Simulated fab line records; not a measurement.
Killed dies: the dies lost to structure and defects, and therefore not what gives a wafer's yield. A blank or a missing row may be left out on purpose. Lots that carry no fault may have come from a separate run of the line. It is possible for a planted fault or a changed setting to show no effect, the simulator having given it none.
One fault through the eyes of 2 desks | flow sky130 | each desk has only its own numbers; what lay behind them comes last

== THE TOOL OWNER'S DESK: hdpcvd-02 ==
The tool's own readings at SKY_VIA3_HDPCVD_00 (deposits SiO2, target thk 1635 nm, time 284.1 s): means of the sampled wafers that have a number, for each lot that ran on this tool. A lot is out of limits, marked OUT, if its mean lies more than 4 standard deviations from the usual mean; the brackets give that distance.
Columns: A = pressure_mtorr at SKY_VIA3_HDPCVD_00, usual 6.001 mTorr
lot  | first seen here | A
L366 | day 41 07:52    | 6.003
L368 | day 41 18:11    | 5.984
L371 | day 42 11:45    | 5.993
This desk's finding: nothing out of limits on any of the 3 lots.

== THE METROLOGY DESK ==
What the gauges read for every lot (on any tool): the sampled wafers with a number, averaged. A lot is out of limits, marked OUT, if its mean lies more than 4 standard deviations from the usual mean; the brackets give that distance.
Columns: A = cd_nm at SKY_METAL3_CD_MEAS_13, usual 300.3 nm; B = METAL3_OVL at SKY_METAL3_OVL_MEAS_14, usual 1 nm; C = VIA3_HDPCVD_THK at SKY_VIA3_THK_MEAS_01, usual 1700 nm
lot  | first seen here | A     | B  | C
L361 | day 39 14:31    | 302.6 | 2  | 1691
L366 | day 41 06:47    | 299.2 | 2  | 1699
L368 | day 41 17:04    | 298.5 | 11 | 1254 (-26) OUT
L370 | day 42 07:14    | 299.2 | 6  | 1700
L371 | day 42 10:40    | 298.7 | 8  | 1248 (-27) OUT
L376 | day 43 23:10    | 302.3 | -1 | 1703
Per this desk, out of limits: L368, L371; the first was L368, day 41 18:21 (VIA3_HDPCVD_THK at SKY_VIA3_THK_MEAS_01). L361, L366, L370, L376 stayed within limits.

== TAKEN TOGETHER ==
Metrology desk: alarm possible at day 41 18:21 on L368, L371.
The desk of the tool owner found nothing out of limits.
The tool owner's desk has L368, L371 on record, within its limits.
All the named lots went through SKY_VIA3_HDPCVD_00 on hdpcvd-02.

== WHAT THE SIMULATOR HAD INSERTED ==
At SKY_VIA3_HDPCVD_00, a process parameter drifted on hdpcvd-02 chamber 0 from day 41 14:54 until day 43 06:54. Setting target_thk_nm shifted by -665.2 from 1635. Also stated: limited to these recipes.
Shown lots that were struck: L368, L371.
Delay in hours, fault start to first out-of-limits reading, per desk: metrology desk 3.
